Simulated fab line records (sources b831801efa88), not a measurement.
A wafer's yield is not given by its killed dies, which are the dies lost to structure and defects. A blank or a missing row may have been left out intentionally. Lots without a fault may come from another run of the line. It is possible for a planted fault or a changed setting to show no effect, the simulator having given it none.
Which tool is to blame? | flow sky130 | Sampling: 7 lots, 20 wafers, 2 of 708 route steps

WHAT EACH GAUGE READ, for each wafer
SKY_VT_ADJUST_HVTR_CD_MEAS_07: the cd target is 380 nm.
lot  | measured     | on        | cd-nm (nm)
L664 | day 9 15:44  | cd-sem-01 | 376.1 375.0 377.1
L666 | day 10 06:59 | cd-sem-02 | 380.1 378.6 378.4
L668 | day 10 20:25 | cd-sem-01 | 377.4 378.1 377.1
L672 | day 12 04:13 | cd-sem-01 | 376.5 378.9
L682 | day 15 10:27 | cd-sem-01 | 379.1 377.6 377.3
L684 | day 16 03:52 | cd-sem-01 | 380.5 382.4 381.7
L686 | day 17 00:02 | cd-sem-02 | 383.8 383.1 385.2

WHAT TOOL EACH LOT RAN ON (gives the tool, then ch and the chambers of the sampled wafers, and finally the start)
lot  | SKY_FIELD_ISO_ETCH_17
L664 | rie-si-02 ch 0,3, day 2 11:07
L666 | rie-si-01 ch 0,1,3, day 2 21:10
L668 | rie-si-01 ch 0,1,2, day 3 06:55
L672 | rie-si-01 ch 0,3, day 4 02:58
L682 | rie-si-01 ch 0,1,3, day 6 11:55
L684 | rie-si-01 ch 0,2,3, day 7 00:31
L686 | rie-si-01 ch 1,3, day 7 06:40
- SKY_FIELD_ISO_ETCH_17: etches Si in HBr/Cl2/O2, target depth 342 nm, time 97.7 s.

THE ANSWER, worked out from the rows above alone
Rule: the lots themselves supply what counts as usual. The widest of any qualifying gaps counts: lots, ordered by their means at a reading, are off when they make up no more than a third of the lots, leave a main group of 4 or more, and stand apart from it by 3 or more times the standard deviation of that group's means. A main group is skipped when, at the precision printed for the reading in the tables above, its means are all equal. A lot without any number at a reading at which 4 lots or more have one is off too. The other lots that the step has rows for count as sound.
No lot is off at any reading shown: from this, nothing can be told.

WHAT WAS PUT IN BY THE SIMULATOR
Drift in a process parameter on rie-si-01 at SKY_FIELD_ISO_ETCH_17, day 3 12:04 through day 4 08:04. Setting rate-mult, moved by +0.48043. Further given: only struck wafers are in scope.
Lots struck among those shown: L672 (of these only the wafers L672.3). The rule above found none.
